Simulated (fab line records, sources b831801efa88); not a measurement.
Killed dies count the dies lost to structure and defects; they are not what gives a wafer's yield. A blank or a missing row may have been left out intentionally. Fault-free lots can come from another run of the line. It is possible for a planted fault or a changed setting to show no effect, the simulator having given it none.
A lot that was struck, set against a sound lot :: flow sky130 :: 20 steps out of a route of 708
Sound: wafers L424.2, L424.3, L424.6. Wafers struck: L413.2, L413.4, L413.5. Last of all comes the cause.
For every step that has rows: the tool of each side, followed by ch and its chambers, followed by its first start. Under that, the readings that differ: sound wafers :: struck wafers :: difference of the means :: sigmas: that difference in standard deviations of wafers without a fault.
alike: words and numbers the same on both sides, and readings whose means are apart by under 2 such deviations; not compared: readings that were withheld, readings missing a value for some wafer, numbers with overlapping values and no deviation given by the record, and bounds like >300 which may hide the same value.
A row with sigmas, a row that says differs or no value, or rows on one side alone: a step with any of these is where the two part. Numbers that don't overlap but have no deviation are shown without sigmas and don't part them. A reading that every wafer of one side lacks parts them only if that side has two wafers or more.

first, 6 steps without rows for these wafers: SKY_VT_ADJUST_PCH_HMDS_01 (prime time 60 s); SKY_VT_ADJUST_PCH_COAT_02 (resist thk 3000 nm); SKY_VT_ADJUST_PCH_SOFTBAKE_03; SKY_VT_ADJUST_PCH_EXPOSE_04 (exposes mask NWM, target cd 840 nm); SKY_VT_ADJUST_PCH_PEB_05; SKY_VT_ADJUST_PCH_DEVELOP_06 (develop time 58.49 s).
SKY_VT_ADJUST_PCH_OVL_MEAS_07:
  sound on overlay-02, day 17 11:26; struck on overlay-01, day 13 23:20
  alike: VT_ADJUST_PCH_OVL
then, 1 step without rows for these wafers: SKY_VT_ADJUST_PCH_IMPLANT_08.
SKY_VT_ADJUST_PCH_STRIP_09: strips in O2/N2.
  sound on plasma asher-01 ch 0,1, day 17 11:37; struck on plasma asher-03 ch 0,1, day 13 23:31
  alike: drypump motor current A, oes product au, strip time to endpoint s
  not compared: rf hours counter h
SKY_VT_ADJUST_PCH_TW_MEAS_10:
  sound on film metro-04, day 17 11:44; struck on film metro-03, day 13 23:38
  alike: VT_ADJUST_PCH_TW
then, 2 steps without rows for these wafers: SKY_SONOS_TUNNEL_DEHYDRATE_00 (time 60 s); SKY_SONOS_TUNNEL_HMDS_01 (prime time 60 s).
SKY_SONOS_TUNNEL_COAT_02: resist thk 1140 nm.
  sound on litho track-02 ch 0, day 18 01:35; struck on litho track-04, day 14 12:45
  no value came back on the struck wafers for chill plate temp C (C), dispense pressure kPa (kPa); on the sound wafers chill plate temp C (C) reads 22.87 23.19 23.27
then, 4 steps without rows for these wafers: SKY_SONOS_TUNNEL_SOFTBAKE_03 (time 60 s); SKY_SONOS_TUNNEL_EXPOSE_04 (exposes mask TUNM, target cd 410 nm); SKY_SONOS_TUNNEL_PEB_05; SKY_SONOS_TUNNEL_DEVELOP_06 (develop time 60 s).
SKY_SONOS_TUNNEL_CD_MEAS_07 targets a cd of 410 nm.
  sound on cd sem-01, day 18 17:00; struck on cd sem-02, day 15 02:42
reading: cd nm (nm)
sound: 407.2 406.1 407.8
struck: - - -
difference: no value on the struck wafers
sigmas: 
SKY_SONOS_TUNNEL_OVL_MEAS_08:
  sound on overlay-02, day 18 17:07; struck on overlay-02, day 15 02:48
reading: SONOS_TUNNEL_OVL (nm)
sound: 2.0 2.7 1.6
struck: - - -
difference: no value on the struck wafers
sigmas: 
-- record jumps: 34 days separate the struck wafers' starts on either side; left off in module SONOS_TUNNEL, taken up again in module PAD_OPEN, whose first shown step is the route's number 708 --
SKY_PAD_OPEN_PROBE_99:
  sound on prober-01, day 51 04:39; struck on prober-01, day 48 16:22
reading: killed at front end
sound: 11 10 18
struck: 416 441 417
difference: +412
sigmas: +88

reading: killed dies
sound: 86 82 80
struck: 492 492 492
difference: +409
sigmas: +41

reading: killed on rim
sound: 14 15 17
struck: 96 96 96
difference: +81
sigmas: +20
  alike: killed_at_M0_to_M3, killed_at_M4_up, killed at contacts, killed at other, killed open, killed short

== WHERE THEY PART ==
Earliest at SKY_SONOS_TUNNEL_COAT_02; latest, in this record, at SKY_PAD_OPEN_PROBE_99.

WHY: what the simulator had put in
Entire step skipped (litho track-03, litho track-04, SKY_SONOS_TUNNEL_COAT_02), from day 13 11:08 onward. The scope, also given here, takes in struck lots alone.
